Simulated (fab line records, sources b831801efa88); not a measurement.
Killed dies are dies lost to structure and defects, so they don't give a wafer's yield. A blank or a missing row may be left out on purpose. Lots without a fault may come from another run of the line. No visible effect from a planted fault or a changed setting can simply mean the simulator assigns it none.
8D (eight disciplines) problem report, filled in by code | flow gf180mcu | the parts of the form that need people (team, actions taken, sign-off) are left out

1. THE ISSUE
M1_ALCU_RS at GF_M1_RS_MEAS_05 reads a mean of 0.0878 ohm/sq on 1 wafer of 1 lot; wafers without a fault read 0.0695 ohm/sq with a standard deviation of 0.00073. That puts it +25 standard deviations away from the usual mean.
The step: measures by four-point-probe.
Earliest sighting: wafer L521.4 on filmMetro-02 at day 22 08:50. The record has a number at this step for 35 wafers belonging to 12 lots. By rule, "out" or "out of limits" means more than 4 standard deviations away from the usual mean. The rest of the wafers with a number are treated as sound.

2. WHAT IT IS, WHAT IT ISN'T
question                    | is                | is not
which readings at this step | M1_ALCU_RS        | -
which lots                  | L521              | L504, L506, L507, L508, L509, L510, L511, L512, L513, L514, L525
which wafers of those lots  | L521.4            | L521.5
read on which gauges        | filmMetro-02      | filmMetro-01, filmMetro-03
when                        | from day 22 08:50 | up to then (31 sound wafers); but 3 sound wafers of L525 came after

3. SUSPECTS, AND WHAT RULES EACH OUT
Counting: if a tool at a process step up to the reading ran every lot that is out, it stays a suspect. Sound lots after the first of them don't rule it out here, since some wafers of a struck lot are sound.
- the gauge at GF_M1_RS_MEAS_05: kept. All the wafers that are out were read on filmMetro-02, and no step on other tools shows them out.
- pvdSputter-01 at GF_M1_SPUTTER_00 (material Ti, target thk 37.5 nm, time 150 s): kept. The lot that is out, L521, ran on it at day 22 08:33; the last sound lot it ran before that was L512, at day 19 03:46.
- pvdSputter-01 at GF_M1_SPUTTER_02 (material AlCu, target thk 450 nm, time 23.9 s): kept. The lot that is out, L521, ran on it at day 22 08:41; the last sound lot it ran before that was L512, at day 19 03:53.
After the count, these remain: pvdSputter-01 at GF_M1_SPUTTER_00, pvdSputter-01 at GF_M1_SPUTTER_02 and filmMetro-02 at GF_M1_RS_MEAS_05.

4. THE CAUSE (what the simulator had put in)
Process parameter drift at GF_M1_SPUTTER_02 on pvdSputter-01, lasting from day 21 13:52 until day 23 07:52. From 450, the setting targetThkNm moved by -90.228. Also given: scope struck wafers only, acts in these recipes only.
Of the 3 suspects that counting leaves, this tool is one.

5. SEQUENCE OF EFFECTS, ordered by route
Each row: a reading whose mean over the struck wafers that have a number lies more than 3 standard deviations from the usual. Only readings whose record carries a usual standard deviation are examined. hours: median over the lots of the time between each lot's start at the first step of this table that gives one and its start at this step. sigmas: the change, counted in usual standard deviations.
hours | step              | reading     | usual         | on struck wafers | change  | sigmas
0     | GF_M1_RS_MEAS_05  | M1_ALCU_RS  | 0.0695 ohm/sq | 0.0878           | +0.0183 | +25
0     | GF_M1_THK_MEAS_06 | M1_ALCU_THK | 449 nm        | 358              | -91     | -17
At these later measuring or inspecting steps, every struck wafer for which the step has a row has a number for every such reading, and none has moved that far: GF_M1_OVL_MEAS_15.

6. WHAT WOULD HAVE CAUGHT IT SOONER
19 hours passed between the start of the fault at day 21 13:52 and the first reading out of limits at a measuring or inspecting step in this record, taken at day 22 08:50.
Tool readings at GF_M1_SPUTTER_02 with a usual standard deviation given in the record: none out on any struck wafer, hence no alarm at a limit of 4 standard deviations on them.
Lots out: 1; all had begun GF_M1_SPUTTER_02 on pvdSputter-01 by day 22 08:50. Holding the tool at that point would not have protected any of them.
